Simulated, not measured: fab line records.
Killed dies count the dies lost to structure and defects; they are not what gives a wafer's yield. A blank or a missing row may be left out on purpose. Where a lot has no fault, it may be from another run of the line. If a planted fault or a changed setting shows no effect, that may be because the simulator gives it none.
fab line records	flow sky130
[record] lots = 13	wafers = 39	last-day = 50
route steps=708 shown LI_CONTACT@362 METAL5@664 PASSIVATION@693 PAD_OPEN@708
lots with no fault: from the same line, run without faults
start-h: start of the lot's first displayed wafer, in hours after the record's first day	wait-h: time in hours since the lot's previous step	" unchanged from the row above	L1.1+2: a single row standing in for several wafers	- value missing, or start not given	* or withheld: withheld	< > ~ a bound
route shown NAME@n: names a module that has steps shown in the file, with the first one's number in the route	usual: mean/standard deviation taken from wafers without a fault	same: alike in all rows	chamber/n: place in a boat	sites: readings site by site	_std_site: standard deviation of those values	_edge_site: inner sites' mean taken away from outer sites' mean	radius-mm: how far each site lies from the wafer's centre	mask NAME#n: copy n	behind: the most recent tool/chamber to have shaped the wafer	hold: cause of the lot's hold/its duration in hours/its outcome	device: the n, p or np transistor that did not switch	end of line: at the end of the route, the tests of the same wafers	a step without rows: its recipe alone	killed: at the first sort, the dies lost to defects and structure; wafer yield is something else	map: dies across one wafer; x = killed, . = not, _ = none there
set.NAME: the run value of the setting; set.NAME@STEP: its run value at that earlier step	model.NAME: the simulator's own value behind a step, which no gauge read
route steps across a sampled set of lots; one table per step, one row per wafer
services: a tool's chamber out of use, with start hour (start-h, from the record's first day; less than 0 if before it), hours out, and reason
[[steps]]
[step SKY_LI_CONTACT_HDPCVD_00]
[recipe] material = PSG	target-thk-nm = 930	sigma-open-frac = 0.3	time-s = 150.6	temp-c = 600	sih4-flow-sccm = 60	pressure-mtorr = 6
lot.wafer	tool	chamber	start-h	wait-h
L518.3+4+5	hdpcvd-01	2,1,0	648.31	0.0
L519.3+4+6	hdpcvd-01	0,2,2	649.51	0.1
L520.1+3+6	hdpcvd-01	2,0,2	662.42	0.0
L522.1+5+6	hdpcvd-01	0,2,0	699.35	0.0
L523.1+5+6	hdpcvd-02	0,0,1	702.51	0.0
L524.1+3+6	hdpcvd-01	1,0,1	706.18	0.0
L526.1+2+3	hdpcvd-01	2,0,1	728.81	0.0
L531.1+4+6	hdpcvd-01	1,0,2	759.32	0.0
L530.3+4+6	hdpcvd-01	2,0,1	759.68	0.0
L533.2+4+6	hdpcvd-01	1,0,1	768.65	0.0
L536.1+5+6	hdpcvd-02	2,1,0	791.10	0.0
L538.2+4+5	hdpcvd-02	2,2,0	811.76	0.0
L540.3+4+6	hdpcvd-02	0,0,2	824.72	0.0
[step SKY_METAL5_SPUTTER_03]
[recipe] material = Ti	target-thk-nm = 5	power-w = 3000	time-s = 3.3	chamber-pressure-pa = 0.3936
[usual] chamber-pressure-pa = 0.3936/0.00076	throttle-valve-pct = 29.9/1
lot.wafer	tool	chamber	start-h	wait-h	chamber-pressure-pa	throttle-valve-pct
L518.3	pvd-sputter-03	-	1005.93	0.0	0.3933	31.2
L518.4	"	-	"	"	0.3928	30.8
L518.5	"	-	"	"	0.3941	31.0
L519.3	pvd-sputter-01	-	1006.15	0.0	0.3927	31.0
L519.4	"	-	"	"	0.3949	30.8
L519.6	"	-	"	"	0.3930	31.1
L520.1	pvd-sputter-01	-	1013.78	0.0	0.3933	29.4
L520.3	"	-	"	"	0.3934	31.0
L520.6	"	-	"	"	0.3929	30.9
L522.1	pvd-sputter-01	-	1048.04	0.0	0.3933	29.5
L522.5	"	-	"	"	0.3942	30.3
L522.6	"	-	"	"	0.3933	30.8
L523.1	pvd-sputter-03	-	1051.31	0.0	0.3950	31.0
L523.5	"	-	"	"	0.3932	28.8
L523.6	"	-	"	"	0.3939	31.2
L524.1	pvd-sputter-01	-	1053.78	0.0	0.3930	30.5
L524.3	"	-	"	"	0.3929	29.4
L524.6	"	-	"	"	0.3938	31.1
L526.1	pvd-sputter-04	-	1069.55	0.0	0.3952	28.7
L526.2	"	-	"	"	0.3925	27.8
L526.3	"	-	"	"	0.3926	30.3
L530.3	pvd-sputter-03	-	1095.74	0.0	0.3938	30.1
L530.4	"	-	"	"	0.3952	31.5
L530.6	"	-	"	"	0.3941	31.2
L531.1	pvd-sputter-04	-	1096.48	0.0	0.3934	28.5
L531.4	"	-	"	"	0.3946	28.0
L531.6	"	-	"	"	0.3929	30.2
L533.2	pvd-sputter-01	-	1101.96	0.0	0.3938	30.7
L533.4	"	-	"	"	0.3945	30.6
L533.6	"	-	"	"	0.3941	30.8
L536.1	pvd-sputter-04	-	1119.68	0.0	0.3950	27.7
L536.5	"	-	"	"	0.3935	27.8
L536.6	"	-	"	"	0.3938	28.9
L538.2	pvd-sputter-03	-	1132.85	0.0	0.3935	31.3
L538.4	"	-	"	"	0.3931	29.7
L538.5	"	-	"	"	0.3937	30.4
L540.3	pvd-sputter-01	-	1142.55	0.0	0.3927	30.6
L540.4	"	-	"	"	0.3927	30.8
L540.6	"	-	"	"	0.3930	31.0
[step SKY_METAL5_DESCUM_14]
[recipe] chemistry = O2	source-power-w = 150	bias-power-w = 0	pressure-mtorr = 10	temp-c = 40	time-s = 11
[usual] drypump-motor-current-A = 5.6/0.45	oes-product-au = 0.995/0.011
lot.wafer	tool	chamber	start-h	wait-h	drypump-motor-current-A	oes-product-au	rf-hours-counter-h
L518.3	rie-metal-01	1	1029.36	0.1	4.7	0.997	-
L518.4	"	1	"	"	4.7	1.004	-
L518.5	"	1	"	"	4.7	1.003	-
L519.3	rie-metal-03	1	1029.65	0.1	5.7	0.989	-
L519.4	"	0	"	"	6.0	0.992	-
L519.6	"	1	"	"	5.7	0.990	-
L520.1	rie-metal-03	0	1036.00	0.1	6.0	0.983	15
L520.3	"	1	"	"	5.7	0.984	-
L520.6	"	0	"	"	5.9	0.985	-
L522.1	rie-metal-04	1	1069.69	0.1	5.8	1.007	20
L522.5	"	1	"	"	5.8	1.001	-
L522.6	"	0	"	"	5.2	1.001	-
L523.1	rie-metal-03	0	1072.34	0.1	6.0	0.988	17
L523.5	"	1	"	"	5.7	0.975	-
L523.6	"	0	"	"	6.0	0.992	-
L524.1	rie-metal-01	0	1075.44	0.1	5.9	1.000	18
L524.3	"	0	"	"	5.9	1.006	-
L524.6	"	0	"	"	5.9	1.000	-
L526.1	rie-metal-04	0	1090.40	0.1	5.2	1.013	2
L526.2	"	1	"	"	5.8	1.023	21
L526.3	"	1	"	"	5.8	1.015	-
L530.3	rie-metal-01	1	1116.10	0.1	4.7	0.993	-
L530.4	"	0	"	"	5.9	0.996	-
L530.6	"	1	"	"	4.7	1.007	-
L531.1	rie-metal-03	0	1116.69	0.1	6.0	0.979	21
L531.4	"	0	"	"	6.0	0.983	-
L531.6	"	0	"	"	6.0	0.987	-
L533.2	rie-metal-04	1	1122.15	0.1	5.8	1.006	-
L533.4	"	1	"	"	5.8	1.002	-
L533.6	"	1	"	"	5.8	1.004	-
L536.1	rie-metal-03	1	1138.70	0.1	5.7	0.979	24
L536.5	"	1	"	"	5.7	0.989	-
L536.6	"	0	"	"	6.0	1.001	-
L538.2	rie-metal-04	0	1151.29	0.1	5.2	0.995	5
L538.4	"	1	"	"	5.8	0.996	-
L538.5	"	0	"	"	5.2	0.995	-
L540.3	rie-metal-01	1	1161.26	0.1	4.7	0.995	-
L540.4	"	0	"	"	5.9	1.002	-
L540.6	"	0	"	"	5.9	1.007	-
[step SKY_PASSIVATION_STRIP_12]
[recipe] chemistry = O2/N2	power-w = 1400	pressure-mtorr = 1500	platen-temp-c = withheld	overash-fraction = 0.7	o2-flow-sccm = 3000	n2-flow-sccm = 300
[usual] drypump-motor-current-A = 5.5/0.44	oes-product-au = 0.661/0.0043	strip-time-to-endpoint-s = 31.55/0.13
lot.wafer	tool	chamber	start-h	wait-h	drypump-motor-current-A	oes-product-au	rf-hours-counter-h	strip-time-to-endpoint-s
L518.3	plasma-asher-02	1	1053.33	0.1	6.2	0.668	-	31.54
L518.4	"	0	"	"	6.0	0.661	-	31.60
L518.5	"	0	"	"	6.0	0.656	-	31.66
L519.3	plasma-asher-03	0	1053.59	0.1	4.8	0.662	-	31.51
L519.4	"	1	"	"	5.5	0.656	-	31.54
L519.6	"	0	"	"	4.8	0.654	-	31.57
L520.1	plasma-asher-03	0	1059.75	0.1	4.8	0.657	32	31.46
L520.3	"	0	"	"	4.8	0.661	-	31.41
L520.6	"	0	"	"	4.8	0.663	-	31.44
L522.1	plasma-asher-03	1	1091.60	0.1	5.5	0.665	34	31.39
L522.5	"	0	"	"	4.8	0.664	-	31.69
L522.6	"	1	"	"	5.5	0.665	-	31.27
L523.1	plasma-asher-01	0	1094.01	0.1	5.5	0.661	95	31.44
L523.5	"	0	"	"	5.5	0.661	-	31.54
L523.6	"	1	"	"	5.2	0.655	-	31.30
L524.1	plasma-asher-02	0	1097.31	0.1	6.0	0.662	3	31.63
L524.3	"	0	"	"	6.0	0.658	-	31.69
L524.6	"	1	"	"	6.2	0.655	-	31.67
L526.1	plasma-asher-03	1	1110.86	0.1	5.5	0.666	36	31.60
L526.2	"	0	"	"	4.8	0.667	36	31.48
L526.3	"	0	"	"	4.8	0.661	-	31.56
L530.3	plasma-asher-01	0	1136.78	0.1	5.5	0.664	-	31.49
L530.4	"	1	"	"	5.2	0.663	-	31.71
L530.6	"	0	"	"	5.5	0.667	-	31.52
L531.1	plasma-asher-02	1	1137.10	0.1	6.1	0.658	7	31.65
L531.4	"	0	"	"	6.0	0.661	-	31.44
L531.6	"	0	"	"	6.0	0.657	-	31.61
L533.2	plasma-asher-01	0	1142.25	0.1	5.6	0.660	100	31.51
L533.4	"	1	"	"	5.2	0.654	-	31.48
L533.6	"	0	"	"	5.6	0.660	-	31.46
L536.1	plasma-asher-01	0	1158.75	0.1	5.5	0.663	101	31.46
L536.5	"	1	"	"	5.2	0.662	-	31.45
L536.6	"	0	"	"	5.5	0.663	-	31.67
L538.2	plasma-asher-02	1	1170.10	0.1	6.1	0.662	10	31.39
L538.4	"	0	"	"	6.0	0.669	-	31.59
L538.5	"	1	"	"	6.1	0.653	-	31.53
L540.3	plasma-asher-03	1	1179.60	0.1	5.5	0.662	-	31.65
L540.4	"	0	"	"	4.8	0.662	-	31.55
L540.6	"	0	"	"	4.8	0.663	-	31.63
[step SKY_PAD_OPEN_PROBE_99]
[usual] killed_at_M0_to_M3 = 44/7.5	killed_at_M4_up = 3.3/1.8	killed-at-contacts = 25/5.9	killed-at-front-end = 16/4.7	killed-at-other = 0.3/0.52	killed-dies = 89/9.9	killed-open = 49/7.8	killed-short = 40/5.8
[same] gross-dies = 492	killed-at-back-side = 0
lot.wafer	tool	chamber	start-h	wait-h	hold	killed_at_M0_to_M3	killed_at_M4_up	killed-at-contacts	killed-at-front-end	killed-at-other	killed-dies	killed-open	killed-short
L518.3	prober-01	-	1077.26	0.2	-	39	3	21	16	0	79	44	35
L518.4	prober-01	-	1077.31	0.2	-	44	1	20	17	1	83	50	31
L518.5	prober-01	-	1077.36	0.2	-	40	2	28	12	0	82	45	37
L519.3	prober-02	-	1077.61	0.2	-	40	4	26	16	1	87	45	41
L519.4	prober-02	-	1077.66	0.2	-	43	6	20	19	0	88	39	49
L519.6	prober-02	-	1077.76	0.2	-	42	4	16	19	0	81	43	35
L520.1	prober-01	-	1083.38	0.1	-	27	3	17	21	0	68	36	32
L520.3	prober-01	-	1083.48	0.2	-	46	2	27	20	0	95	52	43
L520.6	prober-01	-	1083.63	0.2	-	49	4	29	20	0	102	56	45
L522.1	prober-01	-	1112.92	0.1	-	42	4	25	24	0	95	61	34
L522.5	prober-01	-	1113.12	0.2	-	42	1	26	18	0	87	46	40
L522.6	prober-01	-	1113.17	0.2	-	52	1	26	16	0	95	50	43
L523.1	prober-02	-	1116.07	0.1	-	56	5	25	16	0	102	50	52
L523.5	prober-02	-	1116.27	0.2	-	37	3	25	13	2	80	44	34
L523.6	prober-02	-	1116.32	0.2	-	44	3	24	9	0	80	44	36
L524.1	prober-01	-	1119.75	0.1	-	39	1	27	16	0	83	45	36
L524.3	prober-01	-	1119.85	0.2	-	42	3	27	21	1	94	45	48
L524.6	prober-01	-	1120.00	0.2	-	29	3	28	21	0	81	38	43
L526.1	prober-01	-	1133.08	0.1	-	53	1	21	23	0	98	55	43
L526.2	prober-01	-	1133.13	0.1	-	37	4	19	20	1	81	42	39
L526.3	prober-01	-	1133.18	0.2	-	34	4	21	16	0	75	49	26
L530.3	prober-01	-	1157.48	0.2	await-dispo/2.3h/release	35	0	88	7	0	130	41	30
L530.4	prober-01	-	1157.53	0.2	await-dispo/2.3h/release	50	2	49	11	0	112	47	41
L530.6	prober-01	-	1157.63	0.2	await-dispo/2.3h/release	31	0	66	14	0	111	41	25
L531.1	prober-02	-	1157.95	0.1	await-dispo/3.7h/release	49	3	68	8	0	128	41	42
L531.4	prober-02	-	1158.10	0.2	await-dispo/3.7h/release	43	3	55	13	0	114	50	37
L531.6	prober-02	-	1158.20	0.2	await-dispo/3.7h/release	27	5	91	13	0	136	36	39
L533.2	prober-02	-	1163.16	0.1	await-dispo/6.0h/release	36	6	64	13	0	119	41	35
L533.4	prober-02	-	1163.26	0.2	await-dispo/6.0h/release	38	5	46	16	0	105	43	41
L533.6	prober-02	-	1163.36	0.2	await-dispo/6.0h/release	50	5	63	19	0	137	49	45
L536.1	prober-01	-	1176.64	0.1	-	50	4	18	14	0	86	51	35
L536.5	prober-01	-	1176.84	0.2	-	36	8	18	14	0	76	38	38
L536.6	prober-01	-	1176.89	0.2	-	49	2	17	8	0	76	47	29
L538.2	prober-01	-	1188.55	0.1	-	51	0	23	5	1	80	41	38
L538.4	prober-01	-	1188.65	0.2	-	37	4	36	14	1	92	54	36
L538.5	prober-01	-	1188.70	0.2	-	41	4	26	18	0	89	55	34
L540.3	prober-01	-	1197.74	0.2	-	47	1	27	18	0	93	49	44
L540.4	prober-01	-	1197.79	0.2	-	43	3	12	9	0	67	39	28
L540.6	prober-01	-	1197.89	0.2	-	51	3	25	14	0	93	52	41
// killed by level:class
L518.3 VIA1:geometric-particle:open=10 VIA3:geometric-particle:open=9 CONTACT:geometric-particle:open=7 VIA2:geometric-particle:open=7 FIELD_ISO:geometric-particle:short=5 LI_CONTACT:geometric-particle:short=5 METAL1:geometric-particle:short=4 LI_CONTACT:geometric-particle:open=3
L518.4 CONTACT:geometric-particle:open=11 VIA1:geometric-particle:open=9 VIA2:geometric-particle:short=6 VIA2:geometric-particle:open=6 VIA3:geometric-particle:open=5 FIELD_ISO:geometric-particle:short=4 FIELD_ISO:geometric-particle:open=4 POLY_GATE:geometric-particle:open=4
L518.5 CONTACT:geometric-particle:open=9 VIA1:geometric-particle:open=9 VIA2:geometric-particle:open=8 CONTACT:geometric-particle:short=7 VIA1:geometric-particle:short=6 VIA3:geometric-particle:open=5 LI_CONTACT:geometric-particle:open=4 FIELD_ISO:geometric-particle:open=3
L519.3 VIA1:geometric-particle:open=11 CONTACT:geometric-particle:open=8 VIA2:geometric-particle:open=6 LI_CONTACT:geometric-particle:short=5 LI_CONTACT:geometric-particle:open=5 CONTACT:geometric-particle:short=5 VIA3:geometric-particle:short=5 VIA2:geometric-particle:short=4
L519.4 METAL1:geometric-particle:short=9 FIELD_ISO:geometric-particle:short=7 LI_CONTACT:geometric-particle:open=7 VIA1:geometric-particle:open=7 METAL4:geometric-particle:short=6 FIELD_ISO:geometric-particle:open=5 CONTACT:geometric-particle:open=5 VIA2:geometric-particle:open=4
L519.6 POLY_GATE:geometric-particle:short=7 VIA1:geometric-particle:open=7 VIA2:geometric-particle:open=7 FIELD_ISO:geometric-particle:open=5 CONTACT:geometric-particle:short=5 CONTACT:geometric-particle:open=5 METAL1:geometric-particle:short=5 METAL2:geometric-particle:short=5
L520.1 FIELD_ISO:geometric-particle:short=8 POLY_GATE:geometric-particle:open=6 LI_CONTACT:geometric-particle:open=6 VIA1:geometric-particle:open=6 LOCAL_INTERCONNECT:geometric-particle:short=5 VIA2:geometric-particle:short=5 FIELD_ISO:geometric-particle:open=4 VIA3:geometric-particle:open=4
L520.3 VIA2:geometric-particle:open=10 CONTACT:geometric-particle:open=9 VIA1:geometric-particle:open=9 LI_CONTACT:geometric-particle:open=7 LI_CONTACT:geometric-particle:short=7 VIA1:geometric-particle:short=6 POLY_GATE:geometric-particle:short=5 VIA3:geometric-particle:open=5
L520.6 CONTACT:geometric-particle:open=10 VIA2:geometric-particle:open=9 VIA3:geometric-particle:open=8 FIELD_ISO:geometric-particle:open=7 LI_CONTACT:geometric-particle:open=7 METAL2:geometric-particle:short=7 VIA1:geometric-particle:open=7 METAL3:geometric-particle:short=6
L522.1 VIA1:geometric-particle:open=15 FIELD_ISO:geometric-particle:open=11 LI_CONTACT:geometric-particle:open=9 VIA2:geometric-particle:open=9 LI_CONTACT:geometric-particle:short=5 VIA1:geometric-particle:short=5 POLY_GATE:geometric-particle:short=4 CONTACT:geometric-particle:short=4
L522.5 CONTACT:geometric-particle:open=8 LI_CONTACT:geometric-particle:open=7 POLY_GATE:geometric-particle:short=6 METAL2:geometric-particle:short=6 VIA1:geometric-particle:open=6 VIA2:geometric-particle:open=6 FIELD_ISO:geometric-particle:open=5 VIA1:geometric-particle:short=5
L522.6 VIA2:geometric-particle:open=9 METAL2:geometric-particle:short=8 LOCAL_INTERCONNECT:geometric-particle:short=7 CONTACT:geometric-particle:open=7 VIA1:geometric-particle:open=7 VIA2:geometric-particle:short=7 VIA3:geometric-particle:open=7 FIELD_ISO:geometric-particle:open=6
L523.1 VIA1:geometric-particle:open=11 CONTACT:geometric-particle:open=9 VIA1:geometric-particle:short=8 VIA2:geometric-particle:open=8 METAL1:geometric-particle:short=6 METAL2:geometric-particle:short=6 METAL3:geometric-particle:short=6 LOCAL_INTERCONNECT:geometric-particle:short=5
L523.5 CONTACT:geometric-particle:open=11 VIA3:geometric-particle:open=9 VIA1:geometric-particle:open=7 LI_CONTACT:geometric-particle:open=5 FIELD_ISO:geometric-particle:open=4 CONTACT:geometric-particle:short=4 VIA1:geometric-particle:short=4 METAL2:geometric-particle:short=4
L523.6 CONTACT:geometric-particle:open=10 LI_CONTACT:geometric-particle:open=8 METAL1:geometric-particle:short=8 VIA1:geometric-particle:open=8 VIA1:geometric-particle:short=7 VIA3:geometric-particle:open=4 METAL2:geometric-particle:short=3 FIELD_ISO:geometric-particle:short=3
L524.1 VIA1:geometric-particle:open=11 CONTACT:geometric-particle:short=7 LI_CONTACT:geometric-particle:open=6 CONTACT:geometric-particle:open=6 METAL2:geometric-particle:short=6 VIA3:geometric-particle:open=6 METAL2:geometric-particle:open=5 LOCAL_INTERCONNECT:geometric-particle:short=5
L524.3 VIA1:geometric-particle:open=11 LI_CONTACT:geometric-particle:open=11 METAL2:geometric-particle:short=7 FIELD_ISO:geometric-particle:short=6 POLY_GATE:geometric-particle:short=5 CONTACT:geometric-particle:open=5 VIA1:geometric-particle:short=5 VIA3:geometric-particle:short=5
L524.6 LOCAL_INTERCONNECT:geometric-particle:short=11 VIA1:geometric-particle:open=8 CONTACT:geometric-particle:open=6 LI_CONTACT:geometric-particle:open=6 POLY_GATE:geometric-particle:short=5 FIELD_ISO:geometric-particle:short=4 FIELD_ISO:geometric-particle:open=4 POLY_GATE:geometric-particle:open=4
L526.1 VIA1:geometric-particle:open=17 FIELD_ISO:geometric-particle:short=9 VIA2:geometric-particle:open=8 CONTACT:geometric-particle:open=7 VIA1:geometric-particle:short=7 POLY_GATE:geometric-particle:open=6 LOCAL_INTERCONNECT:geometric-particle:short=6 VIA3:geometric-particle:open=5
L526.2 LI_CONTACT:geometric-particle:open=6 CONTACT:geometric-particle:open=6 METAL1:geometric-particle:short=6 VIA1:geometric-particle:open=6 VIA3:geometric-particle:open=6 FIELD_ISO:geometric-particle:short=5 POLY_GATE:geometric-particle:short=5 VIA2:geometric-particle:short=5
L526.3 VIA1:geometric-particle:open=9 CONTACT:geometric-particle:open=8 FIELD_ISO:geometric-particle:open=7 VIA1:geometric-particle:short=7 LI_CONTACT:geometric-particle:open=6 VIA2:geometric-particle:open=5 METAL1:geometric-particle:short=4 METAL4:geometric-particle:short=3
L530.3 LI_CONTACT:unspecified=59 CONTACT:geometric-particle:open=13 VIA1:geometric-particle:open=11 LI_CONTACT:geometric-particle:open=5 METAL3:geometric-particle:short=5 CONTACT:geometric-particle:short=4 METAL1:geometric-particle:short=4 LI_CONTACT:geometric-particle:short=3
L530.4 LI_CONTACT:unspecified=24 VIA1:geometric-particle:open=10 LI_CONTACT:geometric-particle:open=9 VIA3:geometric-particle:open=7 VIA2:geometric-particle:open=6 VIA3:geometric-particle:short=6 LOCAL_INTERCONNECT:geometric-particle:short=5 CONTACT:geometric-particle:open=5
L530.6 LI_CONTACT:unspecified=44 CONTACT:geometric-particle:open=7 VIA1:geometric-particle:open=7 METAL2:geometric-particle:short=7 LI_CONTACT:geometric-particle:open=5 VIA3:geometric-particle:open=5 POLY_GATE:geometric-particle:open=4 VIA2:geometric-particle:open=4
L531.1 LI_CONTACT:unspecified=45 CONTACT:geometric-particle:open=9 VIA2:geometric-particle:short=8 VIA3:geometric-particle:open=8 VIA2:geometric-particle:open=7 LI_CONTACT:geometric-particle:open=6 METAL1:geometric-particle:short=6 VIA1:geometric-particle:short=6
L531.4 LI_CONTACT:unspecified=26 VIA1:geometric-particle:open=13 CONTACT:geometric-particle:open=10 CONTACT:geometric-particle:short=7 LI_CONTACT:geometric-particle:open=6 VIA2:geometric-particle:open=6 VIA3:geometric-particle:open=6 FIELD_ISO:geometric-particle:short=4
L531.6 LI_CONTACT:unspecified=61 CONTACT:geometric-particle:open=8 LI_CONTACT:geometric-particle:open=7 POLY_GATE:geometric-particle:short=6 LOCAL_INTERCONNECT:geometric-particle:short=6 CONTACT:geometric-particle:short=6 VIA2:geometric-particle:open=5 POLY_GATE:geometric-particle:open=5
L533.2 LI_CONTACT:unspecified=43 CONTACT:geometric-particle:open=8 VIA1:geometric-particle:open=7 LI_CONTACT:geometric-particle:open=6 VIA2:geometric-particle:open=6 METAL4:geometric-particle:short=5 VIA1:geometric-particle:short=4 METAL2:geometric-particle:short=4
L533.4 LI_CONTACT:unspecified=21 LI_CONTACT:geometric-particle:open=8 VIA1:geometric-particle:open=8 VIA3:geometric-particle:open=7 FIELD_ISO:geometric-particle:short=5 LOCAL_INTERCONNECT:geometric-particle:short=5 CONTACT:geometric-particle:open=5 CONTACT:geometric-particle:short=5
L533.6 LI_CONTACT:unspecified=43 VIA1:geometric-particle:open=9 VIA2:geometric-particle:short=7 LI_CONTACT:geometric-particle:open=6 CONTACT:geometric-particle:open=6 METAL1:geometric-particle:short=6 METAL2:geometric-particle:short=5 VIA3:geometric-particle:open=5
L536.1 VIA1:geometric-particle:open=17 VIA2:geometric-particle:open=9 CONTACT:geometric-particle:open=6 METAL2:geometric-particle:short=5 LI_CONTACT:geometric-particle:short=4 VIA1:geometric-particle:short=4 POLY_GATE:geometric-particle:open=3 LI_CONTACT:geometric-particle:open=3
L536.5 LI_CONTACT:geometric-particle:open=7 METAL1:geometric-particle:short=7 VIA2:geometric-particle:open=7 METAL4:geometric-particle:short=7 POLY_GATE:geometric-particle:short=6 VIA3:geometric-particle:open=6 POLY_GATE:geometric-particle:open=4 LOCAL_INTERCONNECT:geometric-particle:short=4
L536.6 VIA1:geometric-particle:open=12 VIA2:geometric-particle:open=10 LI_CONTACT:geometric-particle:open=7 VIA3:geometric-particle:open=6 VIA1:geometric-particle:short=5 METAL2:geometric-particle:short=5 POLY_GATE:geometric-particle:open=4 CONTACT:geometric-particle:open=4
L538.2 CONTACT:geometric-particle:open=13 VIA1:geometric-particle:open=11 VIA3:geometric-particle:open=7 VIA2:geometric-particle:short=7 METAL2:geometric-particle:short=5 VIA2:geometric-particle:open=5 VIA3:geometric-particle:short=5 CONTACT:geometric-particle:short=4
L538.4 CONTACT:geometric-particle:open=16 LI_CONTACT:geometric-particle:open=9 VIA3:geometric-particle:open=7 VIA2:geometric-particle:open=6 VIA1:geometric-particle:short=6 LOCAL_INTERCONNECT:geometric-particle:short=5 LI_CONTACT:geometric-particle:short=5 FIELD_ISO:geometric-particle:open=4
L538.5 VIA1:geometric-particle:open=10 LI_CONTACT:geometric-particle:open=9 CONTACT:geometric-particle:open=9 VIA2:geometric-particle:open=6 VIA1:geometric-particle:short=6 VIA3:geometric-particle:open=6 FIELD_ISO:geometric-particle:open=4 CONTACT:geometric-particle:short=4
L540.3 VIA1:geometric-particle:open=14 FIELD_ISO:geometric-particle:short=7 LI_CONTACT:geometric-particle:open=7 METAL1:geometric-particle:short=6 CONTACT:geometric-particle:short=6 CONTACT:geometric-particle:open=6 LOCAL_INTERCONNECT:geometric-particle:short=5 VIA1:geometric-particle:short=5
L540.4 VIA1:geometric-particle:open=10 CONTACT:geometric-particle:open=8 VIA2:geometric-particle:open=7 METAL3:geometric-particle:short=5 VIA1:geometric-particle:short=5 METAL2:geometric-particle:short=5 METAL1:geometric-particle:short=4 VIA3:geometric-particle:open=4
L540.6 VIA2:geometric-particle:open=14 CONTACT:geometric-particle:open=10 VIA3:geometric-particle:open=7 VIA1:geometric-particle:open=6 CONTACT:geometric-particle:short=6 METAL1:geometric-particle:short=5 METAL3:geometric-particle:short=5 FIELD_ISO:geometric-particle:short=4
[[services]]
tool	chamber	start-h	hours	kind
rie-metal-01	-	630.31	2.8	pm
rie-metal-01	0	633.49	4.9	repair
rie-metal-03	-	645.17	0.2	repair
hdpcvd-01	1	648.44	15.4	repair
rie-metal-03	-	683.37	1.2	repair
plasma-asher-03	-	718.22	13.1	repair
plasma-asher-03	-	733.75	9.0	pm
rie-metal-03	1	802.63	4.2	repair
plasma-asher-03	-	810.69	14.6	pm
hdpcvd-01	-	872.91	1.5	repair
hdpcvd-01	1	932.10	15.7	repair
hdpcvd-01	-	950.25	15.0	pm
plasma-asher-03	-	956.20	0.9	repair
hdpcvd-01	2	960.80	4.0	repair
hdpcvd-01	2	984.39	2.5	repair
pvd-sputter-01	-	1002.92	2.7	repair
hdpcvd-01	0	1006.32	13.8	repair
plasma-asher-03	-	1036.94	0.7	repair
hdpcvd-01	-	1040.34	2.8	pm
pvd-sputter-01	-	1052.08	0.5	repair
plasma-asher-03	-	1072.60	3.7	repair
pvd-sputter-01	-	1073.89	8.8	repair
rie-metal-03	-	1087.41	4.3	pm
plasma-asher-03	-	1134.15	1.8	repair
[[key]]
[first-sign] step = SKY_PAD_OPEN_PROBE_99	reading = killed-at-contacts	direction = up	sigmas = 6.8	usual = 25	struck = 66
[effect] step = SKY_PAD_OPEN_PROBE_99	reading = killed-dies	direction = up	sigmas = 3.2	usual = 89	struck = 121	wafers-moved = 8
met-at SKY_LI_CONTACT_HDPCVD_00
struck-lots L530,L531,L533
tester-left-out L530,L531,L533
not-acting-at SKY_METAL5_SPUTTER_03,SKY_METAL5_DESCUM_14,SKY_PASSIVATION_STRIP_12
onset-between 728.81 759.32
[fault] kind = chamber-particle-source	tool = hdpcvd-01	chamber = -	onset-h = 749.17	steps = SKY_LI_CONTACT_HDPCVD_00	rate-per-visit-cm2 = 1.4247	end-h = 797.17
// tester-left-out: of these lots the tester's yield and bins aren't shown, on N5 and GAA mostly nor the transistor test; their killed dies are dies lost to structure and defects alone, not to doping, threshold or leakage, so they don't give the yield
